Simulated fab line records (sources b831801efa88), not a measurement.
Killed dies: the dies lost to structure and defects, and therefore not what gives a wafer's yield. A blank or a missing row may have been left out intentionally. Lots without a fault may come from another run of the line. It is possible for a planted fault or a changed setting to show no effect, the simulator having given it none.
Struck lot and sound lot, side by side ; flow sky130 ; 30 out of 708 route steps
Sound: wafers L616.1, L616.3, L616.6. The struck wafers were L632.1, L632.3, L632.5. The cause is given at the end.
Each step with rows lists, per side, the tool, then ch with its chambers, then its first start. Under that, the readings that differ: sound wafers ; struck wafers ; difference of the means ; sigmas: that difference in standard deviations of wafers without a fault.
alike: readings whose means differ by less than 2 such deviations, and words and numbers that are the same on both sides. not compared: withheld readings, readings that some wafer has no value for, bounds like >300 that may hide the same value, and numbers for which the record gives no deviation and whose values overlap.
A row with sigmas, a row that says differs or no value, or rows on one side alone: a step with any of these is where the two part. When numbers do not overlap yet have no deviation, they are printed without sigmas and do not part them. A reading missing from all wafers of one side parts the sides only when that side holds two or more wafers.

first, 9 steps without rows for these wafers: SKY_SD_P_EXPOSE_04 (exposes mask PSDM, target cd 380 nm); SKY_SD_P_PEB_05; SKY_SD_P_DEVELOP_06 (develop time 60 s); SKY_SD_P_IMPLANT_09; SKY_SD_P_STRIP_10 (strips in O2/N2); SKY_RES_XHIGH_DEHYDRATE_00 (time 60 s); SKY_RES_XHIGH_HMDS_01 (prime time 60 s); SKY_RES_XHIGH_COAT_02 (resist thk 1140 nm); SKY_RES_XHIGH_SOFTBAKE_03 (time 60 s).
SKY_RES_XHIGH_EXPOSE_04: exposes mask URPM, target cd 1270 nm.
  sound on ilineStepper-01 ch 0, day 25 18:53; struck on ilineStepper-01 ch 0, day 31 11:08
reading;sound;struck;difference;sigmas
model.RES_XHIGH.overlayXNm (nm);0.5682 0.5682 0.5682;230.3 230.3 230.3;+229.7;
  alike: mask
then, 19 steps without rows for these wafers: SKY_RES_XHIGH_PEB_05; SKY_RES_XHIGH_DEVELOP_06 (develop time 60 s); SKY_RES_XHIGH_IMPLANT_07; SKY_RES_XHIGH_STRIP_08 (strips in O2/N2); SKY_SD_N_DEHYDRATE_00 (time 60 s); SKY_SD_N_HMDS_01 (prime time 60 s); SKY_SD_N_COAT_02 (resist thk 1140 nm); SKY_SD_N_SOFTBAKE_03 (time 60 s); SKY_SD_N_EXPOSE_04 (exposes mask NSDM, target cd 380 nm); SKY_SD_N_PEB_05; SKY_SD_N_DEVELOP_06 (develop time 60 s); SKY_SD_N_IMPLANT_09; SKY_SD_N_IMPLANT_10; SKY_SD_N_STRIP_11 (strips in O2/N2); SKY_SD_N_CLEAN_13 (cleans in SC1/SC2, time 150 s); SKY_SD_N_RTA_14 (time 2 s); SKY_SALICIDE_CLEAN_00 (cleans in HF-last, time 30 s); SKY_LI_CONTACT_HDPCVD_00 (deposits PSG, target thk 930 nm, time 155 s); SKY_LI_CONTACT_CMP_02 (polishes PSG).
-- here the record skips 18 days between the struck wafers' starts before and after, leaving off in module LI_CONTACT and picking up in module PAD_OPEN (first step shown: number 708 of the route) --
SKY_PAD_OPEN_PROBE_99:
  struck on prober-01, day 49 13:58; sound on prober-02, day 45 15:40
reading;sound;struck;difference;sigmas
killedAtOther;0 1 0;7 9 4;+6;+12
model.etest.resXhighPo.lineOhmUm;5473 5802 5637;6077 6043 6127;+445;
model.etest.resXhighPo.widthNm (nm);348.1 349.4 347.9;315.6 314.3 315.1;-33.5;
  alike: killed_at_M0_to_M3, killed_at_M4_up, killedAtContacts, killedAtFrontEnd, killedDies, killedOpen, killedShort

WHERE THEY PART
Only at SKY_PAD_OPEN_PROBE_99, within this record.

WHY: the cause the simulator had injected
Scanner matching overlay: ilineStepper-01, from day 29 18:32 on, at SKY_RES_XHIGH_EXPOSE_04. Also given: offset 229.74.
